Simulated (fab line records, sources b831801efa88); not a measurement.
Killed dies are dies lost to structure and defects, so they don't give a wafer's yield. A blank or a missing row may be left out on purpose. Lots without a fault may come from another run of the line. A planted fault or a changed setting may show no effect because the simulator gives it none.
fab line records | flow sky130
record lots=13 wafers=39 last_day=50
route steps=708 shown VT_ADJUST_HVTR@141 VIA3@587 VIA4@642 PAD_OPEN@708
lots that met no fault: from a run of the same line without faults
start_h: hours from the record's first day to the start of the lot's first wafer shown | wait_h: hours since the lot's step before | " the same as in the row above | L1.1+2: a row that stands for several wafers | - no value, or no start given | * or withheld: withheld | < > ~ a bound
route shown NAME@n: a module of which the file shows steps, and the number in the route of the first | usual: mean/standard deviation of fault-free wafers | same: alike in all rows | chamber/n: place in a boat | sites: the reading at each site | _std_site: their standard deviation | _edge_site: outer sites' mean less inner sites' | radius_mm: how far each site lies from the wafer's centre | mask NAME#n: copy n | behind: the tool/chamber that last shaped the wafer | hold: why the lot was held/for how many hours/how that ended | device: the transistor (n, p or np) that didn't switch | end of line: the same wafers' tests at the end of the route | a step without rows: its recipe alone | killed: dies lost to structure and defects at the first sort, not the wafer's yield | map: a wafer's dies, x killed, . not, _ none there
set.NAME: the setting as run; set.NAME@STEP: as run at that earlier step | model.NAME: the simulator's own value behind a step, which no gauge read
steps of the route over a sample of lots; a table a step, a row a wafer
services: from which hour (start_h, from the record's first day; less than 0 if before it) a tool's chamber was out of use, for how many hours, and why
## steps
# step SKY_VT_ADJUST_HVTR_STRIP_10
# recipe chemistry=O2/N2 power_w=1400 pressure_mtorr=1500 platen_temp_c=withheld o2_flow_sccm=3000 n2_flow_sccm=300 overash_fraction=0.5
# usual drypump_motor_current_A=5.5/0.39 oes_product_au=0.716/0.0049 strip_time_to_endpoint_s=14.18/0.04
# columns lot.wafer tool chamber start_h wait_h drypump_motor_current_A oes_product_au rf_hours_counter_h strip_time_to_endpoint_s
L794.2 plasma_asher-02 0 202.91 0.1 5.9 0.723 51 14.20
L794.4 " 0 " " 5.9 0.712 - 14.19
L794.5 " 1 " " 5.0 0.716 - 14.23
L795.2 plasma_asher-03 0 212.71 0.1 4.9 0.714 54 14.29
L795.4 " 1 " " 5.7 0.714 - 14.20
L795.6 " 1 " " 5.7 0.710 - 14.25
L797.2 plasma_asher-03 1 227.14 0.1 5.7 0.716 55 14.18
L797.5 " 0 " " 4.9 0.715 - 14.17
L797.6 " 1 " " 5.7 0.710 - 14.19
L798.1 plasma_asher-02 0 233.29 0.1 5.9 0.722 54 14.19
L798.5 " 1 " " 5.0 0.724 - 14.18
L798.6 " 0 " " 5.9 0.715 - 14.18
L799.1 plasma_asher-01 1 241.81 0.1 5.6 0.716 13 14.14
L799.2 " 0 " " 5.7 0.719 13 14.15
L799.5 " 1 " " 5.6 0.718 - 14.19
L800.1 plasma_asher-02 0 249.51 0.1 5.9 0.717 56 14.27
L800.4 " 0 " " 5.9 0.715 - 14.23
L800.5 " 0 " " 5.9 0.714 - 14.20
L801.2 plasma_asher-02 1 260.79 0.1 5.0 0.722 57 14.18
L801.5 " 1 " " 5.0 0.707 - 14.15
L801.6 " 0 " " 5.9 0.720 - 14.19
L803.1 plasma_asher-02 0 273.81 0.1 5.9 0.714 59 14.20
L803.5 " 1 " " 5.0 0.715 - 14.20
L803.6 " 0 " " 5.9 0.721 - 14.20
L804.3 plasma_asher-02 1 278.02 0.1 5.0 0.727 - 14.13
L804.4 " 0 " " 5.9 0.721 - 14.15
L804.5 " 0 " " 5.9 0.717 - 14.19
L805.2 plasma_asher-02 0 285.39 0.1 5.9 0.719 60 14.19
L805.3 " 1 " " 5.0 0.714 - 14.19
L805.5 " 1 " " 5.0 0.714 - 14.19
L806.1 plasma_asher-02 1 293.19 0.1 5.0 0.719 61 14.19
L806.5 " 1 " " 5.0 0.712 - 14.16
L806.6 " 0 " " 5.9 0.707 - 14.15
L809.3 plasma_asher-02 1 318.58 0.1 5.0 0.716 - 14.19
L809.5 " 1 " " 5.0 0.716 - 14.20
L809.6 " 0 " " 5.9 0.717 - 14.16
L817.1 plasma_asher-01 0 387.09 0.1 5.7 0.718 27 14.18
L817.4 " 1 " " 5.6 0.715 - 14.19
L817.6 " 0 " " 5.7 0.716 - 14.17
# step SKY_VIA3_ETCH_14
# recipe chemistry=N2/H2 target=BARC ion_energy_ev=200 source_w=500 bias_w=100 pressure_mtorr=30 n2_flow_sccm=100 h2_flow_sccm=200 stop_on=SiO2 time_s=45.9 target_depth_a=600
# usual drypump_motor_current_A=5.9/0.34 oes_product_au=0.855/0.0048 throttle_valve_pct=13.225/0.0084
# same time_s=45.9
# columns lot.wafer tool chamber start_h wait_h drypump_motor_current_A oes_product_au rf_hours_counter_h throttle_valve_pct
L794.2 rie_diel-03 1 928.27 0.0 6.4 0.854 10 13.233
L794.4 " 3 " " 5.2 0.852 - 13.226
L794.5 " 1 " " 6.4 0.858 - 13.222
L795.2 rie_diel-02 2 944.86 0.0 5.8 0.857 28 13.242
L795.4 " 0 " " 5.7 0.847 16 13.222
L795.6 " 1 " " 6.0 0.858 - 13.227
L797.2 rie_diel-03 3 960.72 0.0 5.2 0.858 15 13.229
L797.5 " 3 " " 5.2 0.850 - 13.228
L797.6 " 2 " " 6.1 0.855 - 13.223
L798.1 rie_diel-01 3 968.51 0.0 6.0 0.856 9 13.226
L798.5 " 3 " " 6.0 0.859 - 13.221
L798.6 " 0 " " 5.5 0.851 - 13.235
L799.1 rie_diel-02 0 972.66 0.0 5.7 0.855 16 13.235
L799.2 " 1 " " 6.0 0.852 20 13.230
L799.5 " 1 " " 6.0 0.859 - 13.222
L800.1 rie_diel-03 1 980.57 0.0 6.5 0.861 12 13.241
L800.4 " 0 " " 6.1 0.869 1 13.231
L800.5 " 2 " " 6.1 0.851 - 13.230
L801.2 rie_diel-01 1 991.11 0.0 5.4 0.854 4 13.226
L801.5 " 1 " " 5.4 0.854 - 13.230
L801.6 " 0 " " 5.6 0.858 - 13.239
L803.1 rie_diel-03 2 1001.41 0.0 6.0 0.850 4 13.231
L803.5 " 2 " " 6.0 0.858 - 13.223
L803.6 " 1 " " 6.4 0.847 - 13.223
L804.3 rie_diel-02 2 1009.27 0.0 5.7 0.851 30 13.223
L804.4 " 3 " " 6.2 0.861 19 13.228
L804.5 " 0 " " 5.7 0.855 - 13.222
L805.2 rie_diel-02 1 1010.36 0.0 6.0 0.863 22 13.226
L805.3 " 0 " " 5.7 0.856 18 13.228
L805.5 " 1 " " 6.0 0.858 - 13.218
L806.1 rie_diel-02 2 1020.21 0.0 5.7 0.853 30 13.229
L806.5 " 0 " " 5.7 0.851 - 13.246
L806.6 " 1 " " 6.0 0.863 - 13.222
L809.3 rie_diel-02 1 1042.96 0.0 6.0 0.857 23 13.240
L809.5 " 3 " " 6.2 0.854 - 13.227
L809.6 " 0 " " 5.7 0.862 - 13.216
L817.1 rie_diel-02 2 1094.61 0.0 5.8 0.851 1 13.210
L817.4 " 1 " " 6.0 0.862 25 13.227
L817.6 " 3 " " 6.1 0.852 - 13.220
# step SKY_VIA4_BOW_MEAS_03
# recipe mode=bow
# usual VIA4_BOW=81/7.4
# columns lot.wafer tool chamber start_h wait_h VIA4_BOW[um]
L794.2 film_metro-03 - 981.89 0.2 76
L794.4 " - " " 73
L794.5 " - " " 72
L795.2 film_metro-02 - 997.41 0.2 72
L795.4 " - " " 75
L795.6 " - " " 77
L797.2 film_metro-04 - 1012.07 0.2 85
L797.5 " - " " 81
L797.6 " - " " 84
L798.1 film_metro-02 - 1019.32 0.1 92
L798.5 " - " " 89
L798.6 " - " " 86
L799.1 film_metro-02 - 1023.10 0.2 93
L799.2 " - " " 75
L799.5 " - " " 82
L800.1 film_metro-03 - 1031.28 0.2 72
L800.4 " - " " 85
L800.5 " - " " 80
L801.2 film_metro-03 - 1041.01 0.2 76
L801.5 " - " " 82
L801.6 " - " " 75
L803.1 film_metro-03 - 1050.82 0.2 84
L803.5 " - " " 86
L803.6 " - " " 71
L804.3 film_metro-02 - 1058.07 0.2 90
L804.4 " - " " 76
L804.5 " - " " 78
L805.2 film_metro-03 - 1059.05 0.2 97
L805.3 " - " " 83
L805.5 " - " " 73
L806.1 film_metro-04 - 1068.60 0.1 87
L806.5 " - " " 84
L806.6 " - " " 87
L809.3 film_metro-04 - 1089.82 0.2 88
L809.5 " - " " 82
L809.6 " - " " 97
L817.1 film_metro-04 - 1139.15 0.2 83
L817.4 " - " " 74
L817.6 " - " " 69
# step SKY_VIA4_THK_MEAS_20
# recipe thk_meas_gauge=xrf reads=W_of_VIA4_CVD_18
# usual VIA4_W_THK=491/4.8
# columns lot.wafer tool chamber start_h wait_h VIA4_W_THK[nm]
L794.2 film_metro-04 - 1006.55 0.1 488
L794.4 " - " " 488
L794.5 " - " " 493
L795.2 film_metro-03 - 1021.46 0.1 493
L795.4 " - " " 488
L795.6 " - " " 490
L797.2 film_metro-02 - 1036.38 0.1 495
L797.5 " - " " 494
L797.6 " - " " 491
L798.1 film_metro-04 - 1044.13 0.1 495
L798.5 " - " " 494
L798.6 " - " " 497
L799.1 film_metro-04 - 1046.91 0.1 484
L799.2 " - " " 493
L799.5 " - " " 489
L800.1 film_metro-03 - 1053.98 0.1 490
L800.4 " - " " 495
L800.5 " - " " 494
L801.2 film_metro-03 - 1064.29 0.1 489
L801.5 " - " " 489
L801.6 " - " " 491
L803.1 film_metro-02 - 1073.64 0.1 483
L803.5 " - " " 490
L803.6 " - " " 492
L804.3 film_metro-02 - 1079.69 0.1 487
L804.4 " - " " 481
L804.5 " - " " 485
L805.2 film_metro-02 - 1080.84 0.1 483
L805.3 " - " " 489
L805.5 " - " " 488
L806.1 film_metro-03 - 1090.38 0.1 492
L806.5 " - " " 502
L806.6 " - " " 497
L809.3 film_metro-04 - 1111.72 0.1 491
L809.5 " - " " 491
L809.6 " - " " 490
L817.1 film_metro-04 - 1157.71 0.1 493
L817.4 " - " " 492
L817.6 " - " " 495
# step SKY_PAD_OPEN_PROBE_99
# usual killed_at_M0_to_M3=43/7.2 killed_at_M4_up=3.0/2 killed_at_contacts=24/5.5 killed_at_front_end=15/4.2 killed_at_other=0.3/0.51 killed_dies=85/10 killed_open=46/7.3 killed_short=38/6.4
# same gross_dies=492 killed_at_back_side=0
# columns lot.wafer tool chamber start_h wait_h killed_at_M0_to_M3 killed_at_M4_up killed_at_contacts killed_at_front_end killed_at_other killed_dies killed_open killed_short
L806.1 prober-01 - 1152.64 0.1 46 6 16 73 0 141 43 44
L806.5 prober-01 - 1152.84 0.2 50 3 21 68 0 142 36 44
L806.6 prober-01 - 1152.89 0.2 41 2 21 27 0 91 38 38
L809.3 prober-02 - 1171.93 0.2 33 2 24 65 0 124 45 28
L809.5 prober-02 - 1172.03 0.2 33 5 19 76 0 133 47 24
L809.6 prober-02 - 1172.08 0.2 44 1 25 28 0 98 54 31
# killed by level:class
L806.1 VT_ADJUST_HVTR:unspecified=54 VIA1:geometric_particle:open=8 CONTACT:geometric_particle:open=8 VIA1:geometric_particle:short=8 POLY_GATE:geometric_particle:short=6 VIA3:geometric_particle:open=6 METAL1:geometric_particle:short=5 POLY_CUT:geometric_particle:open=4
L806.5 VT_ADJUST_HVTR:unspecified=62 CONTACT:geometric_particle:open=8 LI_CONTACT:geometric_particle:open=7 METAL1:geometric_particle:short=7 VIA2:geometric_particle:open=7 METAL2:geometric_particle:short=6 VIA1:geometric_particle:short=6 VIA1:geometric_particle:open=5
L806.6 VT_ADJUST_HVTR:unspecified=15 VIA1:geometric_particle:open=8 LOCAL_INTERCONNECT:geometric_particle:short=6 CONTACT:geometric_particle:open=6 METAL2:geometric_particle:short=6 VIA2:geometric_particle:open=6 VIA3:geometric_particle:open=6 METAL1:geometric_particle:short=5
L809.3 VT_ADJUST_HVTR:unspecified=51 CONTACT:geometric_particle:open=11 VIA1:geometric_particle:open=9 LI_CONTACT:geometric_particle:open=6 VIA3:geometric_particle:open=5 FIELD_ISO:geometric_particle:short=4 POLY_GATE:geometric_particle:open=4 LOCAL_INTERCONNECT:geometric_particle:short=4
L809.5 VT_ADJUST_HVTR:unspecified=62 VIA1:geometric_particle:open=10 LI_CONTACT:geometric_particle:open=7 VIA2:geometric_particle:open=7 VIA3:geometric_particle:open=5 FIELD_ISO:geometric_particle:short=4 CONTACT:geometric_particle:open=4 FIELD_ISO:geometric_particle:open=3
L809.6 VT_ADJUST_HVTR:unspecified=13 VIA1:geometric_particle:open=11 CONTACT:geometric_particle:open=10 VIA3:geometric_particle:open=9 LI_CONTACT:geometric_particle:open=8 VIA1:geometric_particle:short=8 FIELD_ISO:geometric_particle:open=4 METAL2:geometric_particle:short=4
## services
# columns tool chamber start_h hours kind
rie_diel-02 - 195.66 0.4 repair
rie_diel-02 - 238.84 2.8 pm
rie_diel-02 0 281.20 3.5 repair
rie_diel-03 3 334.23 9.1 repair
rie_diel-02 3 367.22 5.9 repair
rie_diel-03 1 382.16 7.6 repair
rie_diel-03 - 397.20 0.4 repair
rie_diel-03 1 405.00 4.2 repair
rie_diel-02 - 430.79 0.7 repair
plasma_asher-02 - 460.69 2.4 repair
plasma_asher-02 - 478.60 1.2 repair
rie_diel-02 - 527.59 0.2 repair
rie_diel-02 3 541.71 14.7 repair
plasma_asher-02 - 578.95 2.8 pm
rie_diel-02 0 582.54 2.9 repair
plasma_asher-02 - 733.75 9.0 pm
rie_diel-02 3 819.72 7.0 repair
rie_diel-02 2 837.86 4.6 repair
plasma_asher-02 - 843.14 2.1 repair
plasma_asher-02 - 881.66 1.8 repair
rie_diel-02 - 889.46 14.6 pm
rie_diel-02 3 913.22 3.4 repair
rie_diel-02 2 988.96 4.2 repair
rie_diel-02 0 1002.51 5.0 repair
## key
first_sign step=SKY_PAD_OPEN_PROBE_99 reading=killed_at_front_end direction=up sigmas=9.8 usual=15 struck=56
effect step=SKY_PAD_OPEN_PROBE_99 reading=killed_dies direction=up sigmas=3.7 usual=85 struck=122 wafers_moved=4
met_at SKY_VT_ADJUST_HVTR_STRIP_10
struck_lots L806,L809
tester_left_out L806,L809
not_acting_at SKY_VIA3_ETCH_14,SKY_VIA4_BOW_MEAS_03,SKY_VIA4_THK_MEAS_20
onset_between 285.39 293.19
fault kind=chamber_particle_source tool=plasma_asher-02 chamber=- onset_h=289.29 steps=SKY_VT_ADJUST_HVTR_STRIP_10 rate_per_visit_cm2=1.1242 end_h=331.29
# tester_left_out: of these lots the tester's yield and bins aren't shown, on N5 and GAA mostly nor the transistor test; their killed dies are dies lost to structure and defects alone, not to doping, threshold or leakage, so they don't give the yield
